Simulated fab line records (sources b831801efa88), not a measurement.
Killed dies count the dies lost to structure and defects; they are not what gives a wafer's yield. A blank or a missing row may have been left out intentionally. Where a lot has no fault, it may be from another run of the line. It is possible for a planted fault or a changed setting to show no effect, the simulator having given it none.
Chamber matching + flow gf180mcu + pecvd-04 running GF_V2_CVD_02: 3 sister chambers
The step deposits SiO2 from TEOS, target thk 850 nm, time 94.851 s. 6 wafers are shown with their chamber, then 7 later ones without.

== WAFERS WITH THEIR CHAMBER ==
| wafer  | chamber | heater power w (W) | heater power outer w (W) |
|--------|---------|--------------------|--------------------------|
| L528.1 | 2       | 849                | 493                      |
| L542.4 | 1       | 785                | 457                      |
| L542.5 | 2       | 679                | 387                      |
| L542.6 | 0       | 590                | 345                      |
| L543.1 | 0       | 723                | 450                      |
| L543.4 | 1       | 777                | 458                      |

== WAFERS WHOSE CHAMBER IS MISSING ==
| wafer  | heater power w (W) | heater power outer w (W) |
|--------|--------------------|--------------------------|
| L543.5 | 577                | 341                      |
| L544.2 | 730                | 442                      |
| L544.4 | 692                | 421                      |
| L544.5 | 570                | 339                      |
| L547.3 | 781                | 451                      |
| L547.5 | 710                | 423                      |
| L547.6 | 817                | 487                      |

== THE CHAMBER EACH PASSED THROUGH ==
| wafer  | from the rows above          | in truth |
|--------|------------------------------|----------|
| L543.5 | can't be placed: 0 or 2 or 1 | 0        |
| L544.2 | can't be placed: 2 or 1 or 0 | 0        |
| L544.4 | can't be placed: 0 or 2 or 1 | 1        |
| L544.5 | can't be placed: 0 or 2 or 1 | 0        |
| L547.3 | can't be placed: 1 or 2 or 0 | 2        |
| L547.5 | can't be placed: 2 or 0 or 1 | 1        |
| L547.6 | can't be placed: 1 or 2 or 0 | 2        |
0 of 7 placed correctly. Not placeable from these rows: 7 (in 7, the candidates include the true chamber). Wrongly placed: 0.
How it was worked out, from the rows above alone: a wafer's distance from a chamber is the root of the sum, over the readings, of the square of ((its reading less the chamber's mean) divided by the reading's scatter). The wafer belongs to the nearest chamber; if the next one is less than 2 further off, it can't be placed. The mean given for a chamber averages the wafers shown for that chamber. The scatter is the square root of a quotient: the sum, over the shown wafers, of each reading's squared deviation from its chamber's mean, divided by wafers minus chambers.
